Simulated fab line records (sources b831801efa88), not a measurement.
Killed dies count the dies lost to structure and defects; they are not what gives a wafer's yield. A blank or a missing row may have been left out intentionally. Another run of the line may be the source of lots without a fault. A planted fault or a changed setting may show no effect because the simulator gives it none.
fab line records | flow sky130
[record] lots = 11 | wafers = 33 | last-day = 50
route steps=708 shown METAL1@436 VIA1@467 PAD_OPEN@708
lots that met no fault: from a run of the same line without faults
start-h: the number of hours between the record's first day and the start of the first shown wafer of the lot | wait-h: hours since the lot's step before | " same as the row above | L1.1+2: a single row standing in for several wafers | - no value present, or no start provided | * or withheld: withheld | < > ~ a bound
route shown NAME@n: names a module that has steps shown in the file, with the first one's number in the route | usual: mean/standard deviation of fault-free wafers | same: alike in all rows | chamber/n: place in a boat | sites: per-site readings | _std_site: standard deviation of those values | _edge_site: mean of outer sites minus mean of inner sites | radius-mm: how far each site lies from the wafer's centre | mask NAME#n: copy n | behind: the last tool/chamber to shape the wafer | hold: cause of the lot's hold/its duration in hours/its outcome | device: transistor that didn't switch, given as n, p or np | end of line: at the end of the route, the tests of the same wafers | where a step has no rows: the recipe by itself | killed: count of dies lost to structure and defects at first sort (not the wafer's yield) | map: dies across one wafer; x = killed, . = not, _ = none there
set.NAME: the run value of the setting; set.NAME@STEP: its run value at that earlier step | model.NAME: the simulator's own value behind a step, which no gauge read
a sample of lots followed through the steps of the route, with each step as a table and each wafer as a row
services: a tool's chamber out of use, with start hour (start-h, from the record's first day; less than 0 if before it), hours out, and reason
[[steps]]
[step SKY_METAL1_SPUTTER_02]
[recipe] material = AlCu | target-thk-nm = 250 | power-w = 10600 | time-s = 13.3 | chamber-pressure-pa = 0.4
[usual] throttle-valve-pct = 30.5/0.93
lot.wafer | tool           | chamber | start-h | wait-h | throttle-valve-pct
L273.3    | pvd-sputter-03 | -       | 735.97  | 0.0    | 31.0
L273.4    | "              | -       | "       | "      | 31.0
L273.5    | "              | -       | "       | "      | 31.3
L274.3    | pvd-sputter-04 | -       | 740.26  | 0.0    | 31.0
L274.5    | "              | -       | "       | "      | 31.3
L274.6    | "              | -       | "       | "      | 28.7
L275.2    | pvd-sputter-03 | -       | 745.55  | 0.0    | 30.1
L275.4    | "              | -       | "       | "      | 29.4
L275.5    | "              | -       | "       | "      | 30.9
L276.4    | pvd-sputter-04 | -       | 754.29  | 0.0    | 31.1
L276.5    | "              | -       | "       | "      | 31.1
L276.6    | "              | -       | "       | "      | 28.9
L281.3    | pvd-sputter-03 | -       | 801.13  | 0.0    | 30.9
L281.5    | "              | -       | "       | "      | 31.1
L281.6    | "              | -       | "       | "      | 30.2
L283.4    | pvd-sputter-04 | -       | 815.65  | 0.0    | 29.8
L283.5    | "              | -       | "       | "      | 28.9
L283.6    | "              | -       | "       | "      | 31.1
L285.2    | pvd-sputter-04 | -       | 830.56  | 0.0    | 32.7
L285.4    | "              | -       | "       | "      | 30.7
L285.5    | "              | -       | "       | "      | 32.7
L290.1    | pvd-sputter-03 | -       | 868.47  | 0.0    | 30.9
L290.5    | "              | -       | "       | "      | 29.5
L290.6    | "              | -       | "       | "      | 30.9
L293.2    | pvd-sputter-04 | -       | 890.59  | 0.0    | 29.6
L293.3    | "              | -       | "       | "      | 28.6
L293.5    | "              | -       | "       | "      | 29.8
L294.2    | pvd-sputter-02 | -       | 893.30  | 0.0    | 30.2
L294.5    | "              | -       | "       | "      | 29.8
L294.6    | "              | -       | "       | "      | 31.6
L295.1    | pvd-sputter-02 | -       | 902.68  | 0.0    | 30.7
L295.2    | "              | -       | "       | "      | 30.6
L295.5    | "              | -       | "       | "      | 29.5
[step SKY_METAL1_ETCH_18]
[recipe] chemistry = N2/H2 | target = BARC | ion-energy-ev = 200 | bias-w = 100 | pressure-mtorr = 30 | n2-flow-sccm = 100 | h2-flow-sccm = 200 | icp-w = 500 | stop-on = SiO2 | time-s = 45.9 | target-depth-a = 600
[usual] drypump-motor-current-A = 5.9/0.4 | h2-flow-sccm = 200.0/0.58 | oes-product-au = 0.855/0.005 | throttle-valve-pct = 13.225/0.0082
lot.wafer | tool         | chamber | start-h | wait-h | drypump-motor-current-A | h2-flow-sccm | oes-product-au | rf-hours-counter-h | throttle-valve-pct
L273.3    | rie-metal-03 | 0       | 763.46  | 0.0    | 6.5                     | 199.4        | 0.850          | -                  | 13.241
L273.4    | "            | 1       | "       | "      | 5.8                     | 199.7        | 0.864          | -                  | 13.234
L273.5    | "            | 0       | "       | "      | 6.4                     | 199.9        | 0.855          | -                  | 13.220
L274.3    | rie-metal-02 | 0       | 767.39  | 0.0    | 5.5                     | 199.7        | 0.854          | -                  | 13.225
L274.5    | "            | 0       | "       | "      | 5.4                     | 199.0        | 0.860          | -                  | 13.220
L274.6    | "            | 1       | "       | "      | 5.8                     | 199.9        | 0.851          | -                  | 13.242
L275.2    | rie-metal-02 | 0       | 772.09  | 0.0    | 5.4                     | 200.1        | 0.855          | 14                 | 13.218
L275.4    | "            | 0       | "       | "      | 5.5                     | 200.1        | 0.859          | -                  | 13.233
L275.5    | "            | 1       | "       | "      | 5.9                     | 199.1        | 0.850          | -                  | 13.218
L276.4    | rie-metal-03 | 1       | 781.07  | 0.0    | 5.8                     | 200.1        | 0.862          | -                  | 13.219
L276.5    | "            | 0       | "       | "      | 6.4                     | 199.6        | 0.852          | -                  | 13.236
L276.6    | "            | 1       | "       | "      | 5.8                     | 199.7        | 0.861          | -                  | 13.239
L281.3    | rie-metal-04 | 0       | 828.26  | 0.0    | 5.5                     | 199.8        | 0.857          | -                  | 13.215
L281.5    | "            | 0       | "       | "      | 5.5                     | 198.6        | 0.849          | -                  | 13.230
L281.6    | "            | 1       | "       | "      | 6.5                     | 200.5        | 0.850          | -                  | 13.211
L283.4    | rie-metal-04 | 0       | 841.99  | 0.1    | 5.5                     | 199.8        | 0.858          | -                  | 13.233
L283.5    | "            | 0       | "       | "      | 5.5                     | 199.5        | 0.847          | -                  | 13.238
L283.6    | "            | 0       | "       | "      | 5.5                     | 200.3        | 0.853          | -                  | 13.229
L285.2    | rie-metal-04 | 0       | 857.37  | 0.1    | 5.5                     | 199.3        | 0.860          | -                  | 13.219
L285.4    | "            | 0       | "       | "      | 5.5                     | 200.3        | 0.851          | -                  | 13.222
L285.5    | "            | 0       | "       | "      | 5.5                     | 200.7        | 0.855          | -                  | 13.225
L290.1    | rie-metal-04 | 1       | 894.49  | 0.0    | 6.5                     | 199.7        | 0.845          | 1                  | 13.219
L290.5    | "            | 1       | "       | "      | 6.5                     | 200.2        | 0.854          | -                  | 13.226
L290.6    | "            | 0       | "       | "      | 5.5                     | 200.2        | 0.859          | -                  | 13.227
L293.2    | rie-metal-03 | 0       | 916.36  | 0.1    | 6.4                     | 200.8        | 0.859          | -                  | 13.232
L293.3    | "            | 0       | "       | "      | 6.4                     | 201.1        | 0.848          | -                  | 13.219
L293.5    | "            | 0       | "       | "      | 6.4                     | 199.7        | 0.848          | -                  | 13.221
L294.2    | rie-metal-04 | 1       | 918.05  | 0.0    | 6.5                     | 200.2        | 0.845          | 2                  | 13.215
L294.5    | "            | 1       | "       | "      | 6.5                     | 201.1        | 0.857          | -                  | 13.231
L294.6    | "            | 0       | "       | "      | 5.5                     | 199.6        | 0.855          | -                  | 13.233
L295.1    | rie-metal-02 | 1       | 927.92  | 0.0    | 5.8                     | 200.0        | 0.856          | 12                 | 13.231
L295.2    | "            | 0       | "       | "      | 5.5                     | 200.5        | 0.862          | 3                  | 13.233
L295.5    | "            | 0       | "       | "      | 5.4                     | 200.4        | 0.850          | -                  | 13.229
[step SKY_VIA1_EXPOSE_09]
[recipe] mask-id = VIM | na = 0.8 | source-shape = annular | sigma-inner = 0.55 | sigma-outer = 0.85 | target-cd-nm = 150 | dose-mj = 38
[usual] exposure-dose-mJ-cm2 = 37.93/0.064
lot.wafer | tool           | chamber | start-h | wait-h | mask  | exposure-dose-mJ-cm2
L273.3    | krf-scanner-01 | 0       | 778.36  | -      | VIM#0 | 37.86
L273.4    | "              | 0       | "       | "      | VIM#0 | 37.91
L273.5    | "              | 0       | "       | "      | VIM#0 | 37.88
L274.3    | krf-scanner-02 | 0       | 782.24  | -      | VIM#0 | 38.03
L274.5    | "              | 0       | "       | "      | VIM#0 | 38.04
L274.6    | "              | 0       | "       | "      | VIM#0 | 38.07
L275.2    | krf-scanner-01 | 0       | 787.38  | -      | VIM#0 | 37.85
L275.4    | "              | 0       | "       | "      | VIM#0 | 37.82
L275.5    | "              | 0       | "       | "      | VIM#0 | 37.87
L276.4    | krf-scanner-01 | 0       | 795.76  | -      | VIM#0 | 37.88
L276.5    | "              | 0       | "       | "      | VIM#0 | 37.84
L276.6    | "              | 0       | "       | "      | VIM#0 | 37.83
L281.3    | krf-scanner-02 | 0       | 842.19  | -      | VIM#0 | 36.88
L281.5    | "              | 0       | "       | "      | VIM#0 | 36.85
L281.6    | "              | 0       | "       | "      | VIM#0 | 36.86
L283.4    | krf-scanner-02 | 0       | 856.17  | -      | VIM#0 | 37.09
L283.5    | "              | 0       | "       | "      | VIM#0 | 37.11
L283.6    | "              | 0       | "       | "      | VIM#0 | 37.05
L285.2    | krf-scanner-01 | 0       | 872.00  | -      | VIM#0 | 37.94
L285.4    | "              | 0       | "       | "      | VIM#0 | 37.90
L285.5    | "              | 0       | "       | "      | VIM#0 | 37.92
L290.1    | krf-scanner-01 | 0       | 908.65  | -      | VIM#0 | 37.96
L290.5    | "              | 0       | "       | "      | VIM#0 | 37.91
L290.6    | "              | 0       | "       | "      | VIM#0 | 37.92
L293.2    | krf-scanner-01 | 0       | 930.43  | -      | VIM#0 | 37.85
L293.3    | "              | 0       | "       | "      | VIM#0 | 37.86
L293.5    | "              | 0       | "       | "      | VIM#0 | 37.86
L294.2    | krf-scanner-01 | 0       | 931.87  | -      | VIM#0 | 37.87
L294.5    | "              | 0       | "       | "      | VIM#0 | 37.88
L294.6    | "              | 0       | "       | "      | VIM#0 | 37.90
L295.1    | krf-scanner-01 | 0       | 941.32  | -      | VIM#0 | 37.89
L295.2    | "              | 0       | "       | "      | VIM#0 | 37.88
L295.5    | "              | 0       | "       | "      | VIM#0 | 37.88
[step SKY_VIA1_CD_MEAS_12]
[recipe] target-cd-nm = 150
[usual] cd-nm = 150.1/1.5
lot.wafer | tool      | chamber | start-h | wait-h | cd-nm
L273.3    | cd-sem-01 | -       | 791.22  | -      | 150.9
L273.4    | "         | -       | "       | "      | 150.2
L273.5    | "         | -       | "       | "      | 151.0
L274.3    | cd-sem-02 | -       | 795.27  | -      | 151.1
L274.5    | "         | -       | "       | "      | 152.7
L274.6    | "         | -       | "       | "      | 150.7
L275.2    | cd-sem-01 | -       | 800.25  | -      | 149.2
L275.4    | "         | -       | "       | "      | 148.5
L275.5    | "         | -       | "       | "      | 148.1
L276.4    | cd-sem-01 | -       | 809.21  | -      | 149.4
L276.5    | "         | -       | "       | "      | 148.3
L276.6    | "         | -       | "       | "      | 150.2
L281.3    | cd-sem-02 | -       | 854.87  | -      | 147.0
L281.5    | "         | -       | "       | "      | 147.0
L281.6    | "         | -       | "       | "      | 145.6
L283.4    | cd-sem-02 | -       | 868.58  | -      | 145.0
L283.5    | "         | -       | "       | "      | 146.0
L283.6    | "         | -       | "       | "      | 145.2
L285.2    | cd-sem-01 | -       | 884.59  | -      | 150.3
L285.4    | "         | -       | "       | "      | 151.4
L285.5    | "         | -       | "       | "      | 150.3
L290.1    | cd-sem-01 | -       | 921.03  | -      | 150.6
L290.5    | "         | -       | "       | "      | 150.9
L290.6    | "         | -       | "       | "      | 149.7
L293.2    | cd-sem-02 | -       | 942.22  | -      | 150.7
L293.3    | "         | -       | "       | "      | 151.9
L293.5    | "         | -       | "       | "      | 152.2
L294.2    | cd-sem-02 | -       | 944.04  | -      | 152.5
L294.5    | "         | -       | "       | "      | 149.8
L294.6    | "         | -       | "       | "      | 151.1
L295.1    | cd-sem-02 | -       | 953.27  | -      | 150.3
L295.2    | "         | -       | "       | "      | 149.1
L295.5    | "         | -       | "       | "      | 149.5
[step SKY_VIA1_OVL_MEAS_13]
[usual] VIA1_OVL = -6/5.6
lot.wafer | tool       | chamber | start-h | wait-h | VIA1_OVL[nm]
L273.3    | overlay-02 | -       | 791.31  | 0.1    | -1
L273.4    | "          | -       | "       | "      | -9
L273.5    | "          | -       | "       | "      | -6
L274.3    | overlay-01 | -       | 795.36  | 0.1    | -3
L274.5    | "          | -       | "       | "      | -1
L274.6    | "          | -       | "       | "      | -18
L275.2    | overlay-02 | -       | 800.36  | 0.1    | -4
L275.4    | "          | -       | "       | "      | 4
L275.5    | "          | -       | "       | "      | 2
L276.4    | overlay-02 | -       | 809.29  | 0.1    | -10
L276.5    | "          | -       | "       | "      | -15
L276.6    | "          | -       | "       | "      | -6
L281.3    | overlay-01 | -       | 854.96  | 0.1    | -1
L281.5    | "          | -       | "       | "      | 1
L281.6    | "          | -       | "       | "      | 0
L283.4    | overlay-01 | -       | 868.66  | 0.1    | -2
L283.5    | "          | -       | "       | "      | -4
L283.6    | "          | -       | "       | "      | 0
L285.2    | overlay-02 | -       | 884.70  | 0.1    | -9
L285.4    | "          | -       | "       | "      | -11
L285.5    | "          | -       | "       | "      | 1
L290.1    | overlay-01 | -       | 921.15  | 0.1    | -7
L290.5    | "          | -       | "       | "      | -7
L290.6    | "          | -       | "       | "      | -11
L293.2    | overlay-02 | -       | 942.33  | 0.1    | 0
L293.3    | "          | -       | "       | "      | -8
L293.5    | "          | -       | "       | "      | -12
L294.2    | overlay-02 | -       | 944.15  | 0.1    | -3
L294.5    | "          | -       | "       | "      | -8
L294.6    | "          | -       | "       | "      | -8
L295.1    | overlay-01 | -       | 953.39  | 0.1    | 1
L295.2    | "          | -       | "       | "      | -5
L295.5    | "          | -       | "       | "      | 7
[step SKY_PAD_OPEN_PROBE_99]
[usual] defect-limited-yield = 82.8/1.8 | killed_at_M0_to_M3 = 43/6.3 | killed_at_M4_up = 3.1/1.9 | killed-at-contacts = 24/5.1 | killed-at-front-end = 14/4.3 | killed-at-other = 0.3/0.53 | killed-dies = 85/8.8 | killed-open = 46/7.1 | killed-short = 38/5.9 | sort_bin_3_pad_short = 0.8/0.41 | sort_bin_5_function = 10.4/1.5 | sort_bin_6_memory = 6.1/1.1 | sort-n-pass = 407/8.8 | sort-yield-pct = 82.8/1.8
[same] gross-dies = 492 | killed-at-back-side = 0 | sort_bin_4_leakage[%] = 0 | sort_bin_8_speed[%] = 0
lot.wafer | tool      | chamber | start-h | wait-h | defect-limited-yield[%] | killed_at_M0_to_M3 | killed_at_M4_up | killed-at-contacts | killed-at-front-end | killed-at-other | killed-dies | killed-open | killed-short | sort_bin_3_pad_short[%] | sort_bin_5_function[%] | sort_bin_6_memory[%] | sort-n-pass | sort-yield-pct[%]
L274.3    | prober-02 | -       | 1078.88 | 0.2    | 82.7                    | 47                 | 5               | 20                 | 13                  | 0               | 85          | 51          | 34           | 0.2                     | 10.4                   | 6.7                  | 407         | 82.7
L274.5    | prober-02 | -       | 1078.98 | 0.2    | 84.6                    | 32                 | 4               | 26                 | 14                  | 0               | 76          | 42          | 34           | 0.4                     | 9.1                    | 5.9                  | 416         | 84.6
L274.6    | prober-02 | -       | 1079.03 | 0.2    | 84.1                    | 38                 | 3               | 24                 | 12                  | 1               | 78          | 37          | 41           | 0.8                     | 9.8                    | 5.3                  | 414         | 84.1
L281.3    | prober-01 | -       | 1124.88 | 0.2    | 83.3                    | 43                 | 1               | 22                 | 15                  | 1               | 82          | 43          | 39           | 0.8                     | 8.9                    | 6.9                  | 410         | 83.3
L281.5    | prober-01 | -       | 1124.98 | 0.2    | 85.0                    | 39                 | 5               | 23                 | 7                   | 0               | 74          | 48          | 26           | 0.4                     | 8.9                    | 5.7                  | 418         | 85.0
L281.6    | prober-01 | -       | 1125.03 | 0.2    | 80.5                    | 46                 | 1               | 31                 | 18                  | 0               | 96          | 58          | 38           | 0.8                     | 13.2                   | 5.5                  | 396         | 80.5
L283.4    | prober-01 | -       | 1132.72 | 0.2    | 81.3                    | 56                 | 3               | 26                 | 7                   | 0               | 92          | 54          | 38           | 0.4                     | 14.0                   | 4.3                  | 400         | 81.3
L283.5    | prober-01 | -       | 1132.77 | 0.2    | 83.7                    | 51                 | 1               | 22                 | 6                   | 0               | 80          | 53          | 27           | 0.4                     | 10.2                   | 5.7                  | 412         | 83.7
L283.6    | prober-01 | -       | 1132.82 | 0.2    | 80.9                    | 42                 | 0               | 31                 | 21                  | 0               | 94          | 54          | 40           | 0.8                     | 11.6                   | 6.7                  | 398         | 80.9
L293.2    | prober-01 | -       | 1186.45 | 0.1    | 84.8                    | 28                 | 10              | 23                 | 14                  | 0               | 75          | 35          | 39           | 0.4                     | 10.4                   | 4.5                  | 417         | 84.8
L293.3    | prober-01 | -       | 1186.50 | 0.2    | 80.7                    | 51                 | 2               | 25                 | 17                  | 0               | 95          | 54          | 40           | 0.6                     | 13.6                   | 5.1                  | 397         | 80.7
L293.5    | prober-01 | -       | 1186.60 | 0.2    | 80.3                    | 55                 | 3               | 24                 | 14                  | 1               | 97          | 52          | 44           | 0.8                     | 10.2                   | 8.7                  | 395         | 80.3
// killed by level:class
L274.3 VIA1:geometric-particle:open=13 VIA3:geometric-particle:open=10 LI_CONTACT:geometric-particle:open=8 METAL2:geometric-particle:short=5 CONTACT:geometric-particle:open=5 VIA3:geometric-particle:short=5 FIELD_ISO:geometric-particle:short=4 POLY_GATE:geometric-particle:open=4
L274.5 CONTACT:geometric-particle:open=9 VIA1:geometric-particle:open=9 LI_CONTACT:geometric-particle:open=7 VIA2:geometric-particle:open=5 METAL2:geometric-particle:short=5 FIELD_ISO:geometric-particle:short=4 FIELD_ISO:geometric-particle:open=4 LI_CONTACT:geometric-particle:short=3
L274.6 VIA1:geometric-particle:open=13 CONTACT:geometric-particle:open=7 CONTACT:geometric-particle:short=7 LI_CONTACT:geometric-particle:open=6 POLY_GATE:geometric-particle:short=5 METAL2:geometric-particle:short=5 FIELD_ISO:geometric-particle:short=4 VIA2:geometric-particle:short=4
L281.3 VIA1:geometric-particle:open=11 CONTACT:geometric-particle:open=8 METAL1:geometric-particle:short=7 VIA3:geometric-particle:open=7 POLY_GATE:geometric-particle:short=6 LI_CONTACT:geometric-particle:open=6 POLY_GATE:geometric-particle:open=5 LI_CONTACT:geometric-particle:short=5
L281.5 VIA1:geometric-particle:open=12 CONTACT:geometric-particle:open=9 CONTACT:geometric-particle:short=7 VIA2:geometric-particle:open=6 VIA3:geometric-particle:open=6 LI_CONTACT:geometric-particle:open=5 METAL2:geometric-particle:short=5 METAL4:geometric-particle:short=4
L281.6 CONTACT:geometric-particle:open=16 VIA3:geometric-particle:open=8 POLY_GATE:geometric-particle:open=7 VIA1:geometric-particle:open=7 VIA2:geometric-particle:open=7 CONTACT:geometric-particle:short=6 METAL1:geometric-particle:short=6 LI_CONTACT:geometric-particle:open=5
L283.4 VIA1:geometric-particle:open=12 CONTACT:geometric-particle:open=11 VIA3:geometric-particle:open=10 CONTACT:geometric-particle:short=7 VIA1:geometric-particle:short=7 LI_CONTACT:geometric-particle:open=5 VIA2:geometric-particle:open=5 METAL1:geometric-particle:short=5
L283.5 VIA1:geometric-particle:open=15 CONTACT:geometric-particle:open=12 VIA2:geometric-particle:open=10 VIA3:geometric-particle:open=6 METAL2:geometric-particle:short=5 VIA3:geometric-particle:short=4 LI_CONTACT:geometric-particle:open=3 CONTACT:geometric-particle:short=3
L283.6 CONTACT:geometric-particle:open=14 VIA2:geometric-particle:open=10 CONTACT:geometric-particle:short=9 FIELD_ISO:geometric-particle:short=7 METAL2:geometric-particle:short=7 VIA3:geometric-particle:open=6 VIA1:geometric-particle:open=5 FIELD_ISO:geometric-particle:open=4
L293.2 CONTACT:geometric-particle:open=12 METAL4:geometric-particle:short=8 VIA1:geometric-particle:short=6 POLY_GATE:geometric-particle:open=4 CONTACT:geometric-particle:short=4 VIA1:geometric-particle:open=4 VIA2:geometric-particle:open=4 VIA3:geometric-particle:short=4
L293.3 METAL1:geometric-particle:short=11 LI_CONTACT:geometric-particle:open=11 CONTACT:geometric-particle:open=10 VIA1:geometric-particle:open=9 VIA2:geometric-particle:open=6 FIELD_ISO:geometric-particle:short=5 VIA3:geometric-particle:open=5 VIA3:geometric-particle:short=5
L293.5 VIA1:geometric-particle:open=10 VIA3:geometric-particle:open=9 VIA1:geometric-particle:short=9 LI_CONTACT:geometric-particle:open=7 VIA2:geometric-particle:open=7 FIELD_ISO:geometric-particle:open=6 CONTACT:geometric-particle:short=5 METAL1:geometric-particle:short=5
[[services]]
tool           | chamber | start-h | hours | kind
rie-metal-04   | 1       | 717.63  | 8.1   | repair
krf-scanner-01 | -       | 719.19  | 1.5   | repair
krf-scanner-01 | -       | 730.45  | 1.3   | pm
rie-metal-04   | 0       | 739.93  | 6.8   | repair
krf-scanner-01 | -       | 742.77  | 0.8   | pm
pvd-sputter-04 | -       | 745.36  | 0.6   | repair
pvd-sputter-04 | -       | 750.07  | 2.2   | repair
krf-scanner-01 | -       | 751.76  | 1.0   | pm
krf-scanner-01 | -       | 756.90  | 4.0   | pm
krf-scanner-02 | -       | 771.17  | 1.8   | repair
krf-scanner-02 | -       | 773.63  | 0.5   | repair
krf-scanner-01 | -       | 790.43  | 1.0   | repair
pvd-sputter-03 | -       | 802.00  | 1.0   | repair
krf-scanner-01 | -       | 809.68  | 0.2   | repair
pvd-sputter-04 | -       | 817.12  | 1.9   | repair
rie-metal-02   | -       | 818.02  | 0.3   | repair
krf-scanner-02 | -       | 825.29  | 1.0   | pm
rie-metal-04   | 1       | 837.16  | 9.7   | repair
krf-scanner-02 | -       | 837.44  | 0.2   | repair
krf-scanner-01 | -       | 853.24  | 16.6  | repair
pvd-sputter-03 | -       | 891.88  | 2.8   | repair
krf-scanner-01 | -       | 906.35  | 1.3   | pm
krf-scanner-01 | -       | 911.54  | 0.8   | pm
krf-scanner-01 | -       | 920.76  | 1.0   | pm
[[key]]
[first-sign] step = SKY_VIA1_EXPOSE_09 | reading = exposure-dose-mJ-cm2 | direction = down | sigmas = 15 | usual = * | struck = *
[effect] step = SKY_VIA1_CD_MEAS_12 | reading = cd-nm | direction = down | sigmas = 2.7 | usual = 150.1 | struck = 146.0 | through = control-loop
met-at SKY_VIA1_EXPOSE_09
struck-lots L281,L283
[loop-trim] step = SKY_VIA1_EXPOSE_09 | setting = dose | lots = L283
not-acting-at SKY_METAL1_SPUTTER_02,SKY_METAL1_ETCH_18,SKY_VIA1_OVL_MEAS_13
onset-between 782.24 842.19
[fault] kind = process-parameter-drift | tool = krf-scanner-02 | chamber = - | onset-h = 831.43 | steps = SKY_VIA1_EXPOSE_09 | channel = dose-mj | offset = -1.1127 | shape = step | acts-in = these-recipes-only | stated = 38
// loop-trim: a control loop set the setting to another value than it would have without faults
